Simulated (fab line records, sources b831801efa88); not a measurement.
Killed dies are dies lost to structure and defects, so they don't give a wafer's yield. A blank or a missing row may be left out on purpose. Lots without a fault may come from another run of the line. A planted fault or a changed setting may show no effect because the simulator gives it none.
Which tool did it? | flow gf180mcu | 6 lots, 18 wafers sampled, at 1 step of a route of 602

WHAT THE GAUGES READ, wafer by wafer
GF_M1_THK_MEAS_06: measures by xrf.
lot  | measured     | on            | M1_ALCU_THK (nm)
L421 | day 17 07:29 | film_metro-02 | 456 458 453
L425 | day 18 23:50 | film_metro-04 | 446 447 449
L434 | day 22 04:38 | film_metro-01 | 466 464 459
L437 | day 23 00:34 | film_metro-01 | 460 466 459
L439 | day 23 16:56 | film_metro-04 | 447 448 446
L441 | day 24 05:23 | film_metro-04 | 458 454 459

WHICH TOOL RAN EACH LOT (tool, then ch and the chambers of the sampled wafers, then the start)
The record holds no process step before these readings.

THE ANSWER, worked out from the rows above alone
Rule: what is usual is taken from the lots themselves. Put in order of their means at a reading, lots are off if they are a third of the lots or fewer, leave a main group of 4 or more, and stand apart from it by a gap of 3 or more times the standard deviation of the main group's means; of several such gaps the widest counts. A main group whose means are all the same, to the digits that the tables above print for the reading, isn't used. A lot without any number at a reading at which 4 lots or more have one is off too. The other lots that the step has rows for count as sound.
No lot is off at any reading shown: from this, nothing can be told.

WHAT THE SIMULATOR HAD PUT IN
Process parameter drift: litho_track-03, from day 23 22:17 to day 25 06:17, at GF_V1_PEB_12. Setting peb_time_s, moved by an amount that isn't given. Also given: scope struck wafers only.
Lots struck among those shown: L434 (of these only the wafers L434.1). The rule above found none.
